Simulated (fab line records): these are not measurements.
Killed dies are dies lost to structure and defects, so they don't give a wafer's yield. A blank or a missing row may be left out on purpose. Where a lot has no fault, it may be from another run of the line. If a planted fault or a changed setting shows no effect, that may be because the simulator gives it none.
fab line records || flow sky130
record {"lots": 6, "wafers": 18, "lastDay": 50}
route steps=708 shown RES_XHIGH@336 SD_N@342 PAD_OPEN@708
lots with no fault: from the same line, run without faults
startH: hours from the record's first day to the start of the lot's first wafer shown || waitH: hours since the lot's step before || " repeats the value in the row above || L1.1+2: a row that stands for several wafers || - value missing, or start not given || * or withheld: withheld || < > ~ a bound
route shown NAME@n: NAME is a module with steps in the file, n the number in the route of the first one || usual: the fault-free wafers' mean and standard deviation || same: alike in all rows || chamber/n: place in a boat || sites: the reading at each site || _std_site: how widely they spread, as a standard deviation || _edge_site: outer sites' mean less inner sites' || radiusMm: how far each site lies from the wafer's centre || mask NAME#n: copy n || behind: the most recent tool/chamber to have shaped the wafer || hold: why the lot went on hold/how many hours it stayed there/how the hold came to an end || device: whichever transistor did not switch (one of n, p or np) || end of line: the route-end tests of the same wafers || a step without rows: its recipe alone || killed: not the wafer's yield, but the dies lost to structure and defects at the first sort || map: dies across one wafer; x = killed, . = not, _ = none there
set.NAME: the setting as run; set.NAME@STEP: as run at that earlier step || model.NAME: the simulator's own value behind a step, which no gauge read
certain route steps with their lots: each step a table, each wafer a row
services: when a tool's chamber went out of use (startH, in hours from the record's first day, below 0 if earlier), for how many hours, and the reason
## steps
# step SKY_RES_XHIGH_EXPOSE_04
# recipe {"maskId": "URPM", "na": 0.6, "sourceShape": "conventional", "sigmaOuter": 0.6, "polarization": "unpolarized", "targetCdNm": 1270, "doseMj": 140}
# step SKY_RES_XHIGH_PEB_05
# recipe {"tempC": "withheld", "timeS": "*", "resist": "NOVOLAK"}
# step SKY_RES_XHIGH_DEVELOP_06
# recipe {"resist": "NOVOLAK", "developer": "TMAH", "developTimeS": 60, "devTempC": 23}
# step SKY_RES_XHIGH_IMPLANT_07
# recipe {"species": "BF2", "energyKev": 20, "doseCm2": 3.6e+14, "tiltDeg": 0}
# step SKY_RES_XHIGH_STRIP_08
# recipe {"chemistry": "O2/N2", "powerW": 1400, "pressureMtorr": 1500, "platenTempC": "withheld", "o2FlowSccm": 3000, "n2FlowSccm": 300, "overashFraction": 0.5}
# usual {"chamberPressureMTorr": "1500.1/1.5", "drypumpMotorCurrentA": "5.5/0.54", "oesProductAu": "0.711/0.0037", "stripTimeToEndpointS": "14.30/0.043"}
{"lot.wafer": "L923.1", "tool": "plasmaAsher-04", "chamber": 1, "startH": 671.03, "waitH": 0.1, "chamberPressureMTorr": 1495.7, "drypumpMotorCurrentA": 5.1, "oesProductAu": 0.712, "rfHoursCounterH": 50, "stripTimeToEndpointS": 14.36}
{"lot.wafer": "L923.4", "tool": "plasmaAsher-04", "chamber": 1, "startH": 671.03, "waitH": 0.1, "chamberPressureMTorr": 1499.7, "drypumpMotorCurrentA": 5.1, "oesProductAu": 0.709, "rfHoursCounterH": "-", "stripTimeToEndpointS": 14.35}
{"lot.wafer": "L923.6", "tool": "plasmaAsher-04", "chamber": 0, "startH": 671.03, "waitH": 0.1, "chamberPressureMTorr": 1501.3, "drypumpMotorCurrentA": 5.2, "oesProductAu": 0.704, "rfHoursCounterH": "-", "stripTimeToEndpointS": 14.35}
{"lot.wafer": "L926.1", "tool": "plasmaAsher-02", "chamber": 1, "startH": 689.83, "waitH": 0.1, "chamberPressureMTorr": 1499.6, "drypumpMotorCurrentA": 6.3, "oesProductAu": 0.706, "rfHoursCounterH": 27, "stripTimeToEndpointS": 14.28}
{"lot.wafer": "L926.3", "tool": "plasmaAsher-02", "chamber": 1, "startH": 689.83, "waitH": 0.1, "chamberPressureMTorr": 1500.2, "drypumpMotorCurrentA": 6.3, "oesProductAu": 0.710, "rfHoursCounterH": "-", "stripTimeToEndpointS": 14.27}
{"lot.wafer": "L926.5", "tool": "plasmaAsher-02", "chamber": 1, "startH": 689.83, "waitH": 0.1, "chamberPressureMTorr": 1501.8, "drypumpMotorCurrentA": 6.3, "oesProductAu": 0.713, "rfHoursCounterH": "-", "stripTimeToEndpointS": 14.29}
{"lot.wafer": "L935.1", "tool": "plasmaAsher-04", "chamber": 1, "startH": 779.17, "waitH": 0.1, "chamberPressureMTorr": 1499.3, "drypumpMotorCurrentA": 5.1, "oesProductAu": 0.711, "rfHoursCounterH": 61, "stripTimeToEndpointS": 14.25}
{"lot.wafer": "L935.4", "tool": "plasmaAsher-04", "chamber": 0, "startH": 779.17, "waitH": 0.1, "chamberPressureMTorr": 1497.0, "drypumpMotorCurrentA": 5.2, "oesProductAu": 0.711, "rfHoursCounterH": "-", "stripTimeToEndpointS": 14.27}
{"lot.wafer": "L935.6", "tool": "plasmaAsher-04", "chamber": 1, "startH": 779.17, "waitH": 0.1, "chamberPressureMTorr": 1497.5, "drypumpMotorCurrentA": 5.1, "oesProductAu": 0.709, "rfHoursCounterH": "-", "stripTimeToEndpointS": 14.30}
{"lot.wafer": "L936.2", "tool": "plasmaAsher-03", "chamber": 0, "startH": 779.47, "waitH": 0.1, "chamberPressureMTorr": 1499.3, "drypumpMotorCurrentA": 5.0, "oesProductAu": 0.709, "rfHoursCounterH": 97, "stripTimeToEndpointS": 14.32}
{"lot.wafer": "L936.4", "tool": "plasmaAsher-03", "chamber": 1, "startH": 779.47, "waitH": 0.1, "chamberPressureMTorr": 1498.3, "drypumpMotorCurrentA": 5.8, "oesProductAu": 0.706, "rfHoursCounterH": "-", "stripTimeToEndpointS": 14.32}
{"lot.wafer": "L936.6", "tool": "plasmaAsher-03", "chamber": 1, "startH": 779.47, "waitH": 0.1, "chamberPressureMTorr": 1501.2, "drypumpMotorCurrentA": 5.8, "oesProductAu": 0.713, "rfHoursCounterH": "-", "stripTimeToEndpointS": 14.31}
{"lot.wafer": "L937.1", "tool": "plasmaAsher-02", "chamber": 0, "startH": 781.20, "waitH": 0.1, "chamberPressureMTorr": 1499.1, "drypumpMotorCurrentA": 6.4, "oesProductAu": 0.713, "rfHoursCounterH": 36, "stripTimeToEndpointS": 14.23}
{"lot.wafer": "L937.2", "tool": "plasmaAsher-02", "chamber": 1, "startH": 781.20, "waitH": 0.1, "chamberPressureMTorr": 1501.9, "drypumpMotorCurrentA": 6.3, "oesProductAu": 0.710, "rfHoursCounterH": 36, "stripTimeToEndpointS": 14.29}
{"lot.wafer": "L937.5", "tool": "plasmaAsher-02", "chamber": 0, "startH": 781.20, "waitH": 0.1, "chamberPressureMTorr": 1501.1, "drypumpMotorCurrentA": 6.4, "oesProductAu": 0.713, "rfHoursCounterH": "-", "stripTimeToEndpointS": 14.32}
{"lot.wafer": "L940.1", "tool": "plasmaAsher-02", "chamber": 0, "startH": 802.65, "waitH": 0.1, "chamberPressureMTorr": 1501.5, "drypumpMotorCurrentA": 6.4, "oesProductAu": 0.710, "rfHoursCounterH": 38, "stripTimeToEndpointS": 14.35}
{"lot.wafer": "L940.5", "tool": "plasmaAsher-02", "chamber": 0, "startH": 802.65, "waitH": 0.1, "chamberPressureMTorr": 1500.5, "drypumpMotorCurrentA": 6.4, "oesProductAu": 0.706, "rfHoursCounterH": "-", "stripTimeToEndpointS": 14.34}
{"lot.wafer": "L940.6", "tool": "plasmaAsher-02", "chamber": 1, "startH": 802.65, "waitH": 0.1, "chamberPressureMTorr": 1495.8, "drypumpMotorCurrentA": 6.3, "oesProductAu": 0.712, "rfHoursCounterH": "-", "stripTimeToEndpointS": 14.35}
# step SKY_RES_XHIGH_TW_MEAS_09
# usual {"RES_XHIGH_TW": "1653/6.6"}
{"lot.wafer": "L923.1", "tool": "filmMetro-04", "chamber": "-", "startH": 671.13, "waitH": 0.1, "RES_XHIGH_TW": 1650}
{"lot.wafer": "L923.4", "tool": "filmMetro-04", "chamber": "-", "startH": 671.13, "waitH": 0.1, "RES_XHIGH_TW": 1654}
{"lot.wafer": "L923.6", "tool": "filmMetro-04", "chamber": "-", "startH": 671.13, "waitH": 0.1, "RES_XHIGH_TW": 1646}
{"lot.wafer": "L926.1", "tool": "filmMetro-01", "chamber": "-", "startH": 689.93, "waitH": 0.1, "RES_XHIGH_TW": 1656}
{"lot.wafer": "L926.3", "tool": "filmMetro-01", "chamber": "-", "startH": 689.93, "waitH": 0.1, "RES_XHIGH_TW": 1653}
{"lot.wafer": "L926.5", "tool": "filmMetro-01", "chamber": "-", "startH": 689.93, "waitH": 0.1, "RES_XHIGH_TW": 1655}
{"lot.wafer": "L935.1", "tool": "filmMetro-04", "chamber": "-", "startH": 779.27, "waitH": 0.1, "RES_XHIGH_TW": 1646}
{"lot.wafer": "L935.4", "tool": "filmMetro-04", "chamber": "-", "startH": 779.27, "waitH": 0.1, "RES_XHIGH_TW": 1660}
{"lot.wafer": "L935.6", "tool": "filmMetro-04", "chamber": "-", "startH": 779.27, "waitH": 0.1, "RES_XHIGH_TW": 1658}
{"lot.wafer": "L936.2", "tool": "filmMetro-02", "chamber": "-", "startH": 779.58, "waitH": 0.1, "RES_XHIGH_TW": 1648}
{"lot.wafer": "L936.4", "tool": "filmMetro-02", "chamber": "-", "startH": 779.58, "waitH": 0.1, "RES_XHIGH_TW": 1648}
{"lot.wafer": "L936.6", "tool": "filmMetro-02", "chamber": "-", "startH": 779.58, "waitH": 0.1, "RES_XHIGH_TW": 1642}
{"lot.wafer": "L937.1", "tool": "filmMetro-02", "chamber": "-", "startH": 781.30, "waitH": 0.1, "RES_XHIGH_TW": 1655}
{"lot.wafer": "L937.2", "tool": "filmMetro-02", "chamber": "-", "startH": 781.30, "waitH": 0.1, "RES_XHIGH_TW": 1652}
{"lot.wafer": "L937.5", "tool": "filmMetro-02", "chamber": "-", "startH": 781.30, "waitH": 0.1, "RES_XHIGH_TW": 1650}
{"lot.wafer": "L940.1", "tool": "filmMetro-02", "chamber": "-", "startH": 802.75, "waitH": 0.1, "RES_XHIGH_TW": 1651}
{"lot.wafer": "L940.5", "tool": "filmMetro-02", "chamber": "-", "startH": 802.75, "waitH": 0.1, "RES_XHIGH_TW": 1653}
{"lot.wafer": "L940.6", "tool": "filmMetro-02", "chamber": "-", "startH": 802.75, "waitH": 0.1, "RES_XHIGH_TW": 1650}
# step SKY_SD_N_DEHYDRATE_00
# recipe {"tempC": 200, "timeS": 60}
# step SKY_SD_N_HMDS_01
# recipe {"primeTimeS": 60, "primeTempC": 120}
# step SKY_SD_N_COAT_02
# recipe {"resist": "NOVOLAK", "spinRpm": 3000, "resistThkNm": 1140}
# step SKY_SD_N_SOFTBAKE_03
# recipe {"tempC": 90, "timeS": 60, "resist": "NOVOLAK"}
# step SKY_SD_N_EXPOSE_04
# recipe {"maskId": "NSDM", "na": 0.6, "sourceShape": "conventional", "sigmaOuter": 0.6, "polarization": "unpolarized", "targetCdNm": 380, "doseMj": 141}
# step SKY_SD_N_PEB_05
# recipe {"tempC": "withheld", "timeS": "*", "resist": "NOVOLAK"}
# step SKY_SD_N_DEVELOP_06
# recipe {"resist": "NOVOLAK", "developer": "TMAH", "developTimeS": 60, "devTempC": 23}
# usual {"developerTempC": "23.02/0.094", "resistLineTempC": "23.03/0.1"}
{"lot.wafer": "L923.1", "tool": "lithoTrack-03", "chamber": 0, "startH": 698.57, "waitH": 0.1, "developerTempC": 23.00, "resistLineTempC": 22.90}
{"lot.wafer": "L923.4", "tool": "lithoTrack-03", "chamber": 0, "startH": 698.57, "waitH": 0.1, "developerTempC": 23.04, "resistLineTempC": 22.91}
{"lot.wafer": "L923.6", "tool": "lithoTrack-03", "chamber": 0, "startH": 698.57, "waitH": 0.1, "developerTempC": 22.97, "resistLineTempC": 22.95}
{"lot.wafer": "L926.1", "tool": "lithoTrack-01", "chamber": 0, "startH": 717.47, "waitH": 0.1, "developerTempC": 22.97, "resistLineTempC": 23.06}
{"lot.wafer": "L926.3", "tool": "lithoTrack-01", "chamber": 0, "startH": 717.47, "waitH": 0.1, "developerTempC": 22.85, "resistLineTempC": 23.11}
{"lot.wafer": "L926.5", "tool": "lithoTrack-01", "chamber": 0, "startH": 717.47, "waitH": 0.1, "developerTempC": 22.83, "resistLineTempC": 23.07}
{"lot.wafer": "L935.1", "tool": "lithoTrack-01", "chamber": 0, "startH": 805.72, "waitH": 0.1, "developerTempC": 23.05, "resistLineTempC": 22.99}
{"lot.wafer": "L935.4", "tool": "lithoTrack-01", "chamber": 0, "startH": 805.72, "waitH": 0.1, "developerTempC": 22.92, "resistLineTempC": 22.97}
{"lot.wafer": "L935.6", "tool": "lithoTrack-01", "chamber": 0, "startH": 805.72, "waitH": 0.1, "developerTempC": 23.15, "resistLineTempC": 22.99}
{"lot.wafer": "L936.2", "tool": "lithoTrack-01", "chamber": 0, "startH": 806.34, "waitH": 0.1, "developerTempC": 22.20, "resistLineTempC": 22.83}
{"lot.wafer": "L936.4", "tool": "lithoTrack-01", "chamber": 0, "startH": 806.34, "waitH": 0.1, "developerTempC": 22.06, "resistLineTempC": 22.79}
{"lot.wafer": "L936.6", "tool": "lithoTrack-01", "chamber": 0, "startH": 806.34, "waitH": 0.1, "developerTempC": 22.14, "resistLineTempC": 22.94}
{"lot.wafer": "L937.1", "tool": "lithoTrack-01", "chamber": 0, "startH": 807.52, "waitH": 0.1, "developerTempC": 22.03, "resistLineTempC": 23.02}
{"lot.wafer": "L937.2", "tool": "lithoTrack-01", "chamber": 0, "startH": 807.52, "waitH": 0.1, "developerTempC": 22.31, "resistLineTempC": 23.13}
{"lot.wafer": "L937.5", "tool": "lithoTrack-01", "chamber": 0, "startH": 807.52, "waitH": 0.1, "developerTempC": 22.30, "resistLineTempC": 23.07}
{"lot.wafer": "L940.1", "tool": "lithoTrack-04", "chamber": 0, "startH": 829.74, "waitH": 0.1, "developerTempC": 22.94, "resistLineTempC": 23.08}
{"lot.wafer": "L940.5", "tool": "lithoTrack-04", "chamber": 0, "startH": 829.74, "waitH": 0.1, "developerTempC": 23.04, "resistLineTempC": 23.08}
{"lot.wafer": "L940.6", "tool": "lithoTrack-04", "chamber": 0, "startH": 829.74, "waitH": 0.1, "developerTempC": 22.91, "resistLineTempC": 23.02}
# step SKY_SD_N_CD_MEAS_07
# recipe {"targetCdNm": 380}
# usual {"cdNm": "380.1/2.4"}
{"lot.wafer": "L923.1", "tool": "cdSem-01", "chamber": "-", "startH": 698.72, "waitH": 0.1, "cdNm": 380.5}
{"lot.wafer": "L923.4", "tool": "cdSem-01", "chamber": "-", "startH": 698.72, "waitH": 0.1, "cdNm": 381.7}
{"lot.wafer": "L923.6", "tool": "cdSem-01", "chamber": "-", "startH": 698.72, "waitH": 0.1, "cdNm": 380.3}
{"lot.wafer": "L926.1", "tool": "cdSem-01", "chamber": "-", "startH": 717.62, "waitH": 0.1, "cdNm": 379.9}
{"lot.wafer": "L926.3", "tool": "cdSem-01", "chamber": "-", "startH": 717.62, "waitH": 0.1, "cdNm": 381.6}
{"lot.wafer": "L926.5", "tool": "cdSem-01", "chamber": "-", "startH": 717.62, "waitH": 0.1, "cdNm": 379.5}
{"lot.wafer": "L935.1", "tool": "cdSem-01", "chamber": "-", "startH": 805.87, "waitH": 0.1, "cdNm": 381.3}
{"lot.wafer": "L935.4", "tool": "cdSem-01", "chamber": "-", "startH": 805.87, "waitH": 0.1, "cdNm": 382.8}
{"lot.wafer": "L935.6", "tool": "cdSem-01", "chamber": "-", "startH": 805.87, "waitH": 0.1, "cdNm": 384.2}
{"lot.wafer": "L936.2", "tool": "cdSem-01", "chamber": "-", "startH": 806.49, "waitH": 0.1, "cdNm": 380.3}
{"lot.wafer": "L936.4", "tool": "cdSem-01", "chamber": "-", "startH": 806.49, "waitH": 0.1, "cdNm": 379.4}
{"lot.wafer": "L936.6", "tool": "cdSem-01", "chamber": "-", "startH": 806.49, "waitH": 0.1, "cdNm": 379.2}
{"lot.wafer": "L937.1", "tool": "cdSem-01", "chamber": "-", "startH": 807.67, "waitH": 0.1, "cdNm": 384.1}
{"lot.wafer": "L937.2", "tool": "cdSem-01", "chamber": "-", "startH": 807.67, "waitH": 0.1, "cdNm": 383.6}
{"lot.wafer": "L937.5", "tool": "cdSem-01", "chamber": "-", "startH": 807.67, "waitH": 0.1, "cdNm": 383.9}
{"lot.wafer": "L940.1", "tool": "cdSem-02", "chamber": "-", "startH": 829.89, "waitH": 0.1, "cdNm": 381.1}
{"lot.wafer": "L940.5", "tool": "cdSem-02", "chamber": "-", "startH": 829.89, "waitH": 0.1, "cdNm": 383.9}
{"lot.wafer": "L940.6", "tool": "cdSem-02", "chamber": "-", "startH": 829.89, "waitH": 0.1, "cdNm": 381.8}
# step SKY_PAD_OPEN_PROBE_99
# usual {"killed_at_M0_to_M3": "43/7.4", "killed_at_M4_up": "3.1/1.9", "killedAtContacts": "25/5.4", "killedAtFrontEnd": "15/4.3", "killedAtOther": "0.3/0.54", "killedDies": "86/10", "killedOpen": "46/7.4", "killedShort": "40/7"}
# same {"grossDies": 492, "killedAtBackSide": 0}
{"lot.wafer": "L923.1", "tool": "prober-01", "chamber": "-", "startH": 1114.21, "waitH": 0.1, "killed_at_M0_to_M3": 39, "killed_at_M4_up": 3, "killedAtContacts": 14, "killedAtFrontEnd": 18, "killedAtOther": 1, "killedDies": 75, "killedOpen": 41, "killedShort": 34}
{"lot.wafer": "L923.4", "tool": "prober-01", "chamber": "-", "startH": 1114.36, "waitH": 0.2, "killed_at_M0_to_M3": 37, "killed_at_M4_up": 2, "killedAtContacts": 41, "killedAtFrontEnd": 9, "killedAtOther": 0, "killedDies": 89, "killedOpen": 46, "killedShort": 43}
{"lot.wafer": "L923.6", "tool": "prober-01", "chamber": "-", "startH": 1114.46, "waitH": 0.2, "killed_at_M0_to_M3": 52, "killed_at_M4_up": 1, "killedAtContacts": 30, "killedAtFrontEnd": 12, "killedAtOther": 0, "killedDies": 95, "killedOpen": 60, "killedShort": 35}
{"lot.wafer": "L926.1", "tool": "prober-02", "chamber": "-", "startH": 1130.58, "waitH": 0.1, "killed_at_M0_to_M3": 33, "killed_at_M4_up": 5, "killedAtContacts": 19, "killedAtFrontEnd": 17, "killedAtOther": 1, "killedDies": 75, "killedOpen": 38, "killedShort": 37}
{"lot.wafer": "L926.3", "tool": "prober-02", "chamber": "-", "startH": 1130.68, "waitH": 0.2, "killed_at_M0_to_M3": 53, "killed_at_M4_up": 2, "killedAtContacts": 31, "killedAtFrontEnd": 13, "killedAtOther": 0, "killedDies": 99, "killedOpen": 62, "killedShort": 37}
{"lot.wafer": "L926.5", "tool": "prober-02", "chamber": "-", "startH": 1130.78, "waitH": 0.2, "killed_at_M0_to_M3": 55, "killed_at_M4_up": 0, "killedAtContacts": 21, "killedAtFrontEnd": 8, "killedAtOther": 0, "killedDies": 84, "killedOpen": 40, "killedShort": 44}
{"lot.wafer": "L935.1", "tool": "prober-01", "chamber": "-", "startH": 1189.62, "waitH": 0.1, "killed_at_M0_to_M3": 39, "killed_at_M4_up": 2, "killedAtContacts": 26, "killedAtFrontEnd": 13, "killedAtOther": 0, "killedDies": 80, "killedOpen": 44, "killedShort": 35}
{"lot.wafer": "L935.4", "tool": "prober-01", "chamber": "-", "startH": 1189.77, "waitH": 0.2, "killed_at_M0_to_M3": 48, "killed_at_M4_up": 1, "killedAtContacts": 20, "killedAtFrontEnd": 18, "killedAtOther": 1, "killedDies": 88, "killedOpen": 50, "killedShort": 35}
{"lot.wafer": "L935.6", "tool": "prober-01", "chamber": "-", "startH": 1189.87, "waitH": 0.2, "killed_at_M0_to_M3": 31, "killed_at_M4_up": 1, "killedAtContacts": 22, "killedAtFrontEnd": 21, "killedAtOther": 1, "killedDies": 76, "killedOpen": 39, "killedShort": 36}
# killed by level:class
L923.1 VIA1:geometricParticle:open=10 FIELD_ISO:geometricParticle:open=8 METAL2:geometricParticle:short=7 CONTACT:geometricParticle:open=6 VIA2:geometricParticle:open=5 FIELD_ISO:geometricParticle:short=4 LI_CONTACT:geometricParticle:open=4 VIA1:geometricParticle:short=3
L923.4 CONTACT:geometricParticle:open=16 CONTACT:geometricParticle:short=10 VIA1:geometricParticle:open=8 VIA2:geometricParticle:short=7 VIA2:geometricParticle:open=7 LI_CONTACT:geometricParticle:open=6 LOCAL_INTERCONNECT:geometricParticle:short=5 FIELD_ISO:geometricParticle:open=4
L923.6 VIA1:geometricParticle:open=15 CONTACT:geometricParticle:open=14 LI_CONTACT:geometricParticle:open=8 METAL2:geometricParticle:short=8 VIA2:geometricParticle:open=7 VIA3:geometricParticle:open=6 FIELD_ISO:geometricParticle:open=4 METAL1:geometricParticle:short=4
L926.1 VIA1:geometricParticle:open=9 CONTACT:geometricParticle:short=7 FIELD_ISO:geometricParticle:open=6 CONTACT:geometricParticle:open=6 METAL4:geometricParticle:short=5 POLY_GATE:geometricParticle:short=4 VIA2:geometricParticle:open=4 VIA3:geometricParticle:short=4
L926.3 VIA1:geometricParticle:open=13 VIA2:geometricParticle:open=11 CONTACT:geometricParticle:open=10 LI_CONTACT:geometricParticle:open=9 VIA1:geometricParticle:short=8 METAL2:geometricParticle:short=5 VIA3:geometricParticle:open=5 FIELD_ISO:geometricParticle:open=4
L926.5 VIA1:geometricParticle:open=14 CONTACT:geometricParticle:open=10 METAL1:geometricParticle:short=8 VIA1:geometricParticle:short=6 METAL2:geometricParticle:short=5 VIA2:geometricParticle:open=5 METAL3:geometricParticle:short=5 VIA3:geometricParticle:short=5
L935.1 LI_CONTACT:geometricParticle:open=12 VIA1:geometricParticle:open=9 CONTACT:geometricParticle:open=7 METAL2:geometricParticle:short=7 POLY_GATE:geometricParticle:open=4 VIA2:geometricParticle:open=4 LOCAL_INTERCONNECT:geometricParticle:short=4 VIA1:geometricParticle:short=4
L935.4 VIA1:geometricParticle:open=14 VIA3:geometricParticle:open=7 CONTACT:geometricParticle:short=6 METAL2:geometricParticle:short=6 FIELD_ISO:geometricParticle:open=5 CONTACT:geometricParticle:open=5 VIA2:geometricParticle:open=5 POLY_GATE:geometricParticle:short=4
L935.6 LI_CONTACT:geometricParticle:open=9 POLY_GATE:geometricParticle:short=8 VIA3:geometricParticle:open=5 FIELD_ISO:geometricParticle:open=4 CONTACT:geometricParticle:open=4 METAL1:geometricParticle:short=4 VIA1:geometricParticle:open=4 METAL3:geometricParticle:short=4
## services
{"tool": "plasmaAsher-02", "chamber": "-", "startH": 657.32, "hours": 3.9, "kind": "repair"}
{"tool": "plasmaAsher-03", "chamber": "-", "startH": 682.08, "hours": 7.2, "kind": "repair"}
{"tool": "plasmaAsher-02", "chamber": "-", "startH": 738.53, "hours": 1.2, "kind": "repair"}
{"tool": "plasmaAsher-04", "chamber": "-", "startH": 798.49, "hours": 77.9, "kind": "repair"}
{"tool": "plasmaAsher-03", "chamber": "-", "startH": 821.21, "hours": 1.3, "kind": "repair"}
## key
firstSign {"step": "SKY_SD_N_DEVELOP_06", "reading": "developerTempC", "direction": "down", "sigmas": 9, "usual": "*", "struck": "*"}
effect none on later readings
metAt SKY_SD_N_DEVELOP_06
struckWafers L936.2,L936.4,L936.6,L937.1,L937.2,L937.5
testerLeftOut L936,L937
onsetBetween 805.72 806.34
fault {"kind": "processParameterDrift", "tool": "lithoTrack-01", "chamber": "-", "onsetH": 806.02, "steps": "SKY_SD_N_DEVELOP_06", "channel": "devTempC", "offset": "*", "shape": "step", "endH": 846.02, "actsIn": "*", "stated": "*"}
# testerLeftOut: of these lots the tester's yield and bins aren't shown, on N5 and GAA mostly nor the transistor test; their killed dies are dies lost to structure and defects alone, not to doping, threshold or leakage, so they don't give the yield
